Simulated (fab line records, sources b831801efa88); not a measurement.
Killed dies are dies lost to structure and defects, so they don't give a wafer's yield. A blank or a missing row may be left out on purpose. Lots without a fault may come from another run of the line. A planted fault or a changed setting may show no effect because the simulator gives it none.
Which tool did it? | flow gf180mcu | 11 lots, 33 wafers sampled, at 3 steps of a route of 602

WHAT THE GAUGES READ, wafer by wafer
GF_TOP_METAL_RS_MEAS_05: measures by four-point-probe.
lot  | measured     | on            | TOP_METAL_ALCU_RS (ohm/sq)
L702 | day 27 03:54 | film_metro-01 | 0.0328 0.0330 0.0329
L704 | day 28 06:41 | film_metro-02 | 0.0325 0.0328 0.0327
L705 | day 28 08:14 | film_metro-01 | 0.0327 0.0328 0.0326
L706 | day 28 11:33 | film_metro-01 | 0.0321 0.0326 0.0327
L708 | day 29 01:19 | film_metro-02 | 0.0329 0.0326 0.0328
L714 | day 31 02:20 | film_metro-03 | 0.0331 0.0330 0.0323
L715 | day 31 09:59 | film_metro-01 | 0.0322 0.0330 0.0323
L718 | day 32 04:37 | film_metro-03 | 0.0333 0.0330 0.0330
L720 | day 32 16:01 | film_metro-03 | 0.0322 0.0328 0.0323
L723 | day 33 03:57 | film_metro-03 | 0.0334 0.0333 0.0332
L724 | day 33 10:15 | film_metro-03 | 0.0329 0.0324 0.0329

WHICH TOOL RAN EACH LOT (tool, then ch and the chambers of the sampled wafers, then the start)
lot  | GF_MIM_STRIP_20                      | GF_M5_METAL_ETCH_10
L702 | plasma_asher-02 ch 0,1, day 25 05:52 | rie_metal-01 ch 0,1, day 26 03:44
L704 | plasma_asher-02 ch 0,1, day 26 11:07 | rie_metal-02 ch 0, day 27 07:55
L705 | plasma_asher-03 ch 0, day 26 11:53   | rie_metal-01 ch 0, day 27 09:13
L706 | plasma_asher-03 ch 0,1, day 26 15:25 | rie_metal-02 ch 0, day 27 12:24
L708 | plasma_asher-02 ch 0,1, day 27 06:41 | rie_metal-02 ch 0,1, day 28 02:32
L714 | plasma_asher-03 ch 1, day 29 10:20   | rie_metal-02 ch 0,1, day 30 04:50
L715 | plasma_asher-01 ch 0,1, day 29 17:45 | rie_metal-03 ch 0,1, day 30 13:25
L718 | plasma_asher-01 ch 0,1, day 30 14:31 | rie_metal-03 ch 0,1, day 31 08:44
L720 | plasma_asher-02 ch 0,1, day 31 00:13 | rie_metal-02 ch 0,1, day 31 18:20
L723 | plasma_asher-01 ch 0,1, day 31 14:37 | rie_metal-01 ch 0,1, day 32 08:13
L724 | plasma_asher-01 ch 0,1, day 31 21:25 | rie_metal-03 ch 0,1, day 32 15:02
- GF_MIM_STRIP_20: strips in O2/N2.
- GF_M5_METAL_ETCH_10: etches the open film in Cl2/BCl3, stops on SiO2, target depth 750.8 nm, time 125.1 s.

THE ANSWER, worked out from the rows above alone
Rule: what is usual is taken from the lots themselves. Put in order of their means at a reading, lots are off if they are a third of the lots or fewer, leave a main group of 4 or more, and stand apart from it by a gap of 3 or more times the standard deviation of the main group's means; of several such gaps the widest counts. A main group whose means are all the same, to the digits that the tables above print for the reading, isn't used. A lot without any number at a reading at which 4 lots or more have one is off too. The other lots that the step has rows for count as sound.
No lot is off at any reading shown: from this, nothing can be told.

WHAT THE SIMULATOR HAD PUT IN
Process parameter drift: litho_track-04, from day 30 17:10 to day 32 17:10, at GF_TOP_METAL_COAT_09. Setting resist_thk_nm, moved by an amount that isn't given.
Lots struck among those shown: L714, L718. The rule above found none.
